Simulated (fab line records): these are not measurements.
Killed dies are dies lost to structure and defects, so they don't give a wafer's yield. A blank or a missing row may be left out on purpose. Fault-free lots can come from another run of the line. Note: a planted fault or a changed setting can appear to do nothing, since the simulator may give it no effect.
fab line records + flow gf180mcu + part 2 of 2: steps 25 to 35 of 35
record:
- lots: 5
- wafers: 15
- last-day: 34
route steps=602 shown VT_IMPLANT@111 MVSD@136 NWELL@137 LVPWELL@138 MVPSD@139 DUAL_GATE@141
lots with no fault: from the same line, run without faults
start-h: hours from the record's opening day to when the first of the lot's shown wafers began + wait-h: time in hours since the lot's previous step + " identical to the entry in the row above + L1.1+2: several wafers, shown together as one row + - no value, or no start was given + * or withheld: withheld + < > ~ a bound
route shown NAME@n: NAME is a module with steps in the file, n the number in the route of the first one + usual: mean/standard deviation taken from wafers without a fault + same: alike in all rows + chamber/n: place in a boat + sites: the reading at each site + _std_site: the values' standard deviation + _edge_site: mean of outer sites minus mean of inner sites + radius-mm: for every site, how far away it sits from the centre of the wafer + mask NAME#n: copy n + behind: the tool/chamber that last shaped the wafer + hold: reason for holding the lot/hours on hold/outcome of the hold + device: transistor that didn't switch, given as n, p or np + end of line: the tests these same wafers got at the end of their route + a step given without rows: its recipe and nothing more + killed: dies lost to structure and defects at the first sort, not the wafer's yield + map: a wafer's dies, x killed, . not, _ none there
set.NAME: the setting that was run; set.NAME@STEP: the one run at that earlier step + model.NAME: the simulator's own value behind a step, which no gauge read
lots seen at some steps along the route; tables by step, rows by wafer
services: when a tool's chamber went out of use (start-h, in hours from the record's first day, below 0 if earlier), for how many hours, and the reason
== steps ==
step: GF_VT_IMPLANT_RTA_45
recipe:
- temp-c: 1050
- time-s: 30
- ambient: N2
usual:
- lamp-power-pct: 31.49/0.27
- wafer_temp_C_max: 1052.8/0.78
| lot.wafer | tool          | chamber | start-h | wait-h | lamp-power-pct | wafer_temp_C_max |
|-----------|---------------|---------|---------|--------|----------------|------------------|
| L080.1    | rtp-anneal-01 | 0       | 197.96  | 0.0    | 31.27          | 1052.6           |
| L080.2    | "             | 0       | "       | "      | 31.28          | 1051.7           |
| L080.4    | "             | 0       | "       | "      | 31.26          | 1052.9           |
| L084.2    | rtp-anneal-01 | 0       | 225.19  | 0.0    | 31.29          | 1052.8           |
| L084.3    | "             | 0       | "       | "      | 31.30          | 1053.3           |
| L084.6    | "             | 0       | "       | "      | 31.31          | 1051.7           |
| L085.1    | rtp-anneal-01 | 0       | 230.43  | 0.0    | 31.29          | 1052.6           |
| L085.2    | "             | 0       | "       | "      | 31.25          | 1051.5           |
| L085.3    | "             | 0       | "       | "      | 31.31          | 1052.3           |
| L088.3    | rtp-anneal-01 | 0       | 251.90  | 0.1    | 31.26          | 1051.6           |
| L088.4    | "             | 0       | "       | "      | 31.28          | 1052.6           |
| L088.6    | "             | 0       | "       | "      | 31.27          | 1052.5           |
| L096.4    | rtp-anneal-01 | 0       | 304.64  | 0.1    | 31.30          | 1053.1           |
| L096.5    | "             | 0       | "       | "      | 31.25          | 1053.3           |
| L096.6    | "             | 0       | "       | "      | 31.30          | 1052.2           |
step: GF_VT_IMPLANT_RS_MEAS_46
recipe:
- thk-meas-gauge: four-point-probe
usual:
- MVSD_RS: 457.0/1.2
| lot.wafer | tool          | chamber | start-h | wait-h | MVSD_RS[ohm/sq] |
|-----------|---------------|---------|---------|--------|-----------------|
| L080.1    | film-metro-04 | -       | 198.06  | 0.1    | 456.5           |
| L080.2    | "             | -       | "       | "      | 455.2           |
| L080.4    | "             | -       | "       | "      | 455.7           |
| L084.2    | film-metro-04 | -       | 225.30  | 0.1    | 456.9           |
| L084.3    | "             | -       | "       | "      | 455.0           |
| L084.6    | "             | -       | "       | "      | 455.3           |
| L085.1    | film-metro-04 | -       | 230.63  | 0.2    | 455.5           |
| L085.2    | "             | -       | "       | "      | 455.7           |
| L085.3    | "             | -       | "       | "      | 455.6           |
| L088.3    | film-metro-02 | -       | 252.07  | 0.1    | 456.4           |
| L088.4    | "             | -       | "       | "      | 456.1           |
| L088.6    | "             | -       | "       | "      | 457.7           |
| L096.4    | film-metro-02 | -       | 304.75  | 0.1    | 457.9           |
| L096.5    | "             | -       | "       | "      | 456.4           |
| L096.6    | "             | -       | "       | "      | 457.6           |
step: GF_VT_IMPLANT_RS_MEAS_47
recipe:
- thk-meas-gauge: four-point-probe
usual:
- NWELL_RS: 488.2/1.5
| lot.wafer | tool          | chamber | start-h | wait-h | NWELL_RS[ohm/sq] |
|-----------|---------------|---------|---------|--------|------------------|
| L080.1    | film-metro-04 | -       | 198.18  | 0.1    | 487.4            |
| L080.2    | "             | -       | "       | "      | 487.0            |
| L080.4    | "             | -       | "       | "      | 488.4            |
| L084.2    | film-metro-04 | -       | 225.42  | 0.1    | 486.5            |
| L084.3    | "             | -       | "       | "      | 486.7            |
| L084.6    | "             | -       | "       | "      | 486.6            |
| L085.1    | film-metro-04 | -       | 230.75  | 0.1    | 488.8            |
| L085.2    | "             | -       | "       | "      | 488.6            |
| L085.3    | "             | -       | "       | "      | 488.7            |
| L088.3    | film-metro-02 | -       | 252.19  | 0.1    | 485.1            |
| L088.4    | "             | -       | "       | "      | 487.1            |
| L088.6    | "             | -       | "       | "      | 486.0            |
| L096.4    | film-metro-02 | -       | 304.87  | 0.1    | 488.1            |
| L096.5    | "             | -       | "       | "      | 488.3            |
| L096.6    | "             | -       | "       | "      | 488.5            |
step: GF_VT_IMPLANT_RS_MEAS_48
recipe:
- thk-meas-gauge: four-point-probe
usual:
- LVPWELL_RS: 1198/3.6
| lot.wafer | tool          | chamber | start-h | wait-h | LVPWELL_RS[ohm/sq] |
|-----------|---------------|---------|---------|--------|--------------------|
| L080.1    | film-metro-04 | -       | 198.30  | 0.1    | 1202               |
| L080.2    | "             | -       | "       | "      | 1197               |
| L080.4    | "             | -       | "       | "      | 1203               |
| L084.2    | film-metro-04 | -       | 225.54  | 0.1    | 1200               |
| L084.3    | "             | -       | "       | "      | 1198               |
| L084.6    | "             | -       | "       | "      | 1201               |
| L085.1    | film-metro-04 | -       | 230.87  | 0.1    | 1197               |
| L085.2    | "             | -       | "       | "      | 1197               |
| L085.3    | "             | -       | "       | "      | 1200               |
| L088.3    | film-metro-02 | -       | 252.31  | 0.1    | 1193               |
| L088.4    | "             | -       | "       | "      | 1194               |
| L088.6    | "             | -       | "       | "      | 1195               |
| L096.4    | film-metro-02 | -       | 304.99  | 0.1    | 1196               |
| L096.5    | "             | -       | "       | "      | 1192               |
| L096.6    | "             | -       | "       | "      | 1193               |
step: GF_VT_IMPLANT_RS_MEAS_49
recipe:
- thk-meas-gauge: four-point-probe
usual:
- MVPSD_RS: 1170/3.1
| lot.wafer | tool          | chamber | start-h | wait-h | MVPSD_RS[ohm/sq] |
|-----------|---------------|---------|---------|--------|------------------|
| L080.1    | film-metro-04 | -       | 198.42  | 0.1    | 1164             |
| L080.2    | "             | -       | "       | "      | 1164             |
| L080.4    | "             | -       | "       | "      | 1163             |
| L084.2    | film-metro-04 | -       | 225.66  | 0.1    | 1172             |
| L084.3    | "             | -       | "       | "      | 1173             |
| L084.6    | "             | -       | "       | "      | 1171             |
| L085.1    | film-metro-04 | -       | 230.99  | 0.1    | 1166             |
| L085.2    | "             | -       | "       | "      | 1166             |
| L085.3    | "             | -       | "       | "      | 1165             |
| L088.3    | film-metro-02 | -       | 252.43  | 0.1    | 1171             |
| L088.4    | "             | -       | "       | "      | 1168             |
| L088.6    | "             | -       | "       | "      | 1164             |
| L096.4    | film-metro-02 | -       | 305.11  | 0.1    | 1171             |
| L096.5    | "             | -       | "       | "      | 1169             |
| L096.6    | "             | -       | "       | "      | 1171             |
step: GF_VT_IMPLANT_WET_ETCH_50
recipe:
- chemistry: dHF
- target-depth-nm: 20
- target: SiO2
- temp-c: 25
- dilution: 100:1
- time-s: 400
| lot.wafer  | tool         | chamber | start-h | wait-h |
|------------|--------------|---------|---------|--------|
| L080.1+2+4 | wet-bench-01 | 2       | 198.54  | 0.1    |
| L084.2+3+6 | wet-bench-01 | 1       | 225.76  | 0.1    |
| L085.1+2+3 | wet-bench-04 | 1       | 231.11  | 0.1    |
| L088.3+4+6 | wet-bench-01 | 2       | 252.51  | 0.1    |
| L096.4+5+6 | wet-bench-04 | 3       | 305.17  | 0.0    |
step: GF_DUAL_GATE_CLEAN_00
recipe:
- chemistry: SC1/SC2
- mix: 1:4:20
- temp-c: 70
- time-s: 150
| lot.wafer  | tool         | chamber | start-h | wait-h |
|------------|--------------|---------|---------|--------|
| L080.1+2+4 | wet-bench-04 | 1       | 198.66  | 0.0    |
| L084.2+3+6 | wet-bench-04 | 2       | 225.88  | 0.0    |
| L085.1+2+3 | wet-bench-02 | 2       | 231.34  | 0.0    |
| L088.3+4+6 | wet-bench-04 | 1       | 252.64  | 0.0    |
| L096.4+5+6 | wet-bench-02 | 1       | 305.41  | 0.0    |
step: GF_DUAL_GATE_CLEAN_01
recipe:
- chemistry: dHF
- time-s: 20
- dilution: 100:1
- dry: ipa-marangoni
| lot.wafer  | tool         | chamber | start-h | wait-h |
|------------|--------------|---------|---------|--------|
| L080.1+2+4 | wet-bench-01 | 0       | 198.71  | 0.0    |
| L084.2+3+6 | wet-bench-02 | 2       | 225.93  | 0.0    |
| L085.1+2+3 | wet-bench-04 | 3       | 231.40  | 0.0    |
| L088.3+4+6 | wet-bench-01 | 1       | 252.69  | 0.0    |
| L096.4+5+6 | wet-bench-01 | 1       | 305.46  | 0.0    |
step: GF_DUAL_GATE_OXIDATION_02
recipe:
- temp-c: 900
- ambient: O2
- stabilise-s: 600
- purge-s: 300
- target-thk-a: 108.87
- ox-time-s: 1602
usual:
- ox-temp-c-max: 904.4/1.2
| lot.wafer | tool       | chamber | start-h | wait-h | ox-temp-c-max |
|-----------|------------|---------|---------|--------|---------------|
| L080.1    | furnace-02 | 0       | 199.21  | 0.5    | 905.2         |
| L080.2    | "          | 0       | "       | "      | 904.8         |
| L080.4    | "          | 0       | "       | "      | 905.3         |
| L084.2    | furnace-01 | 0       | 228.92  | 3.0    | 903.6         |
| L084.3    | "          | 0       | "       | "      | 905.2         |
| L084.6    | "          | 0       | "       | "      | 903.5         |
| L085.1    | furnace-01 | 0       | 233.31  | 1.9    | 902.6         |
| L085.2    | "          | 0       | "       | "      | 904.3         |
| L085.3    | "          | 0       | "       | "      | 902.5         |
| L088.3    | furnace-01 | 0       | 252.71  | 0.0    | 903.7         |
| L088.4    | "          | 0       | "       | "      | 904.0         |
| L088.6    | "          | 0       | "       | "      | 902.6         |
| L096.4    | furnace-02 | 0       | 306.13  | 0.7    | 904.6         |
| L096.5    | "          | 0       | "       | "      | 906.1         |
| L096.6    | "          | 0       | "       | "      | 904.9         |
step: GF_DUAL_GATE_THK_MEAS_03
recipe:
- reads: SiO2_of_DUAL_GATE_OXIDATION_02
usual:
- DUAL_GATE_OXIDATION_00_THK: 10.91/0.18
| lot.wafer | tool          | chamber | start-h | wait-h | DUAL_GATE_OXIDATION_00_THK[nm] |
|-----------|---------------|---------|---------|--------|--------------------------------|
| L080.1    | film-metro-02 | -       | 200.65  | 0.0    | 10.94                          |
| L080.2    | "             | -       | "       | "      | 11.04                          |
| L080.4    | "             | -       | "       | "      | 10.95                          |
| L084.2    | film-metro-04 | -       | 230.37  | 0.0    | 10.94                          |
| L084.3    | "             | -       | "       | "      | 10.92                          |
| L084.6    | "             | -       | "       | "      | 10.97                          |
| L085.1    | film-metro-03 | -       | 234.76  | 0.0    | 10.70                          |
| L085.2    | "             | -       | "       | "      | 10.91                          |
| L085.3    | "             | -       | "       | "      | 10.77                          |
| L088.3    | film-metro-03 | -       | 254.17  | 0.0    | 11.03                          |
| L088.4    | "             | -       | "       | "      | 11.18                          |
| L088.6    | "             | -       | "       | "      | 11.00                          |
| L096.4    | film-metro-03 | -       | 307.60  | 0.0    | 11.01                          |
| L096.5    | "             | -       | "       | "      | 11.08                          |
| L096.6    | "             | -       | "       | "      | 11.02                          |
step: GF_DUAL_GATE_DEHYDRATE_04
recipe:
- temp-c: 200
- time-s: 60
usual:
- chill-plate-temp-C: 23.00/0.098
| lot.wafer | tool           | chamber | start-h | wait-h | chill-plate-temp-C |
|-----------|----------------|---------|---------|--------|--------------------|
| L080.1    | litho-track-04 | 0       | 208.63  | 8.0    | 22.82              |
| L080.2    | "              | 0       | "       | "      | 22.95              |
| L080.4    | "              | 0       | "       | "      | 22.80              |
| L084.2    | litho-track-04 | 0       | 238.00  | 7.6    | 22.98              |
| L084.3    | "              | 0       | "       | "      | 23.16              |
| L084.6    | "              | 0       | "       | "      | 23.08              |
| L085.1    | litho-track-03 | 0       | 243.60  | 8.8    | 22.94              |
| L085.2    | "              | 0       | "       | "      | 23.06              |
| L085.3    | "              | 0       | "       | "      | 22.91              |
| L088.3    | litho-track-03 | 0       | 262.85  | 8.7    | 23.15              |
| L088.4    | "              | 0       | "       | "      | 23.14              |
| L088.6    | "              | 0       | "       | "      | 22.97              |
| L096.4    | litho-track-03 | 0       | 316.97  | 9.4    | 23.03              |
| L096.5    | "              | 0       | "       | "      | 22.87              |
| L096.6    | "              | 0       | "       | "      | 22.91              |
== services ==
| tool             | chamber | start-h | hours | kind                      |
|------------------|---------|---------|-------|---------------------------|
| litho-track-04   | -       | 148.10  | -     | consumable-replace:filter |
| implanter-02     | -       | 153.24  | 3.9   | pm                        |
| furnace-01       | -       | 173.82  | 8.6   | pm                        |
| implanter-01     | -       | 178.60  | 2.7   | repair                    |
| furnace-02       | -       | 182.77  | 8.3   | pm                        |
| plasma-asher-01  | -       | 196.49  | 4.6   | repair                    |
| iline-stepper-01 | -       | 200.53  | 2.2   | repair                    |
| furnace-02       | -       | 210.63  | 16.3  | pm                        |
| iline-stepper-01 | 0       | 235.18  | -     | calibration               |
| implanter-04     | -       | 265.92  | 7.7   | pm                        |
| iline-stepper-01 | -       | 267.71  | 2.1   | pm                        |
| iline-stepper-01 | -       | 269.79  | -     | consumable-replace:lamp   |
| furnace-01       | -       | 271.84  | 3.7   | pm                        |
| plasma-asher-02  | -       | 274.03  | 8.0   | repair                    |
| implanter-02     | -       | 275.51  | 3.8   | repair                    |
| plasma-asher-04  | -       | 282.87  | 12.2  | repair                    |
| implanter-01     | -       | 283.61  | 5.3   | repair                    |
| implanter-02     | -       | 289.94  | 2.6   | repair                    |
| furnace-02       | -       | 295.64  | 4.4   | pm                        |
| implanter-02     | -       | 298.69  | 3.2   | repair                    |
| implanter-01     | -       | 300.72  | 3.6   | repair                    |
| furnace-02       | -       | 307.57  | 3.4   | pm                        |
| rtp-anneal-01    | -       | 314.51  | 12.7  | pm                        |
